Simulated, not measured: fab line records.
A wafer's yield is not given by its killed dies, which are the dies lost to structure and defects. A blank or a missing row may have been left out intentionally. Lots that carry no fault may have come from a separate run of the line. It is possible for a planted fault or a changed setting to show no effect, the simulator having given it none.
Code-filled problem report in 8D (eight disciplines) form | flow sky130 | the parts of the form that need people (team, actions taken, sign-off) are left out

== 1. WHAT IS WRONG ==
Wafers without a fault read 6.61 s, standard deviation 0.11; strip_time_to_endpoint_s at SKY_METAL4_STRIP_19 reads a mean of 7.19 s on 2 wafers belonging to 2 lots. That is +5.3 standard deviations from the usual mean.
The step: strips in O2/N2.
Seen first at day 44 21:19 on plasma_asher-01, wafer L491.2. The record holds 30 wafers of 10 lots with a number at this step. By rule, "out" or "out of limits" means more than 4 standard deviations away from the usual mean. Any other wafer with a number is counted as sound.

== 2. WHAT THIS IS AND IS NOT ==
question                    | is                       | is not
which readings at this step | strip_time_to_endpoint_s | drypump_motor_current_A, n2_flow_sccm
which lots                  | L491, L492               | L484, L487, L488, L490, L502, L503, L504, L505
which wafers of those lots  | L491.2, L492.2           | L491.1, L491.3, L492.3, L492.6
read on which tools         | plasma_asher-01          | plasma_asher-03, plasma_asher-04
when                        | from day 44 21:19        | up to then (14 sound wafers); but 14 sound wafers of L492, L502, L503, L504, L505 came after

== 3. WHAT RULES OUT EACH SUSPECT ==
Counting: a tool at a process step up to the reading stays a suspect if it ran every lot that is out. Sound lots after the first of them don't rule it out here, since some wafers of a struck lot are sound.
- rie_metal-03 at SKY_METAL4_DESCUM_15 (chemistry O2, time 8 s): kept. It ran every lot that is out, first L491 (day 44 21:00); its last sound lot up to then is L490 (day 44 14:18).
- rie_metal-01 at SKY_METAL4_METAL_ETCH_18 (etches the open film in Cl2/BCl3, stops on SiO2, target depth 845 nm, time 183.1 s): kept. It ran every lot that is out, first L491 (day 44 21:09); its last sound lot up to then is L490 (day 44 14:27).
- plasma_asher-01 at SKY_METAL4_STRIP_19 (strips in O2/N2): kept. It ran every lot that is out, first L491 (day 44 21:19). Out on those wafers are its own readings of strip_time_to_endpoint_s.
Still standing after the count: rie_metal-03 at SKY_METAL4_DESCUM_15, rie_metal-01 at SKY_METAL4_METAL_ETCH_18, plasma_asher-01 at SKY_METAL4_STRIP_19.

== 4. THE CAUSE (what the simulator had put in) ==
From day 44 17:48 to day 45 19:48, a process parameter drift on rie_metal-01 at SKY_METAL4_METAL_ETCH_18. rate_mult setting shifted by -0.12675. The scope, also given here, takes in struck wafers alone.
Counting leaves 3 suspects; this tool is one of them.

== 5. THE CHAIN OF EFFECTS, in route order ==
Each row: a reading whose mean over the struck wafers that have a number lies more than 3 standard deviations from the usual. Readings are gone through only where the record gives a usual standard deviation; hours: the median, over the lots, of the time from a lot's start at the first step in this table giving one to that lot's start at this step; sigmas: the change measured in usual standard deviations.
hours | step                | reading                  | usual      | on struck wafers | change | sigmas
0     | SKY_METAL4_STRIP_19 | oes_product_au           | 0.506 a.u. | 0.532            | +0.026 | +4.3
0     | SKY_METAL4_STRIP_19 | strip_time_to_endpoint_s | 6.61 s     | 7.19             | +0.58  | +5.3
Here are the process steps it includes:
- SKY_METAL4_STRIP_19: strips in O2/N2.

== 6. HOW IT WOULD HAVE BEEN CAUGHT EARLIER ==
In this record no reading fell out of limits until day 44 21:19, 4 hours after the fault had begun at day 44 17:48.
Of the tool readings at SKY_METAL4_METAL_ETCH_18 for which the record gives a usual standard deviation, none was out on any struck wafer, so an alarm limit of 4 standard deviations on them would not have fired.
Of the lots that are out (2), L492 began SKY_METAL4_METAL_ETCH_18 on rie_metal-01 after day 44 21:19. Holding the tool at that time would have saved it.
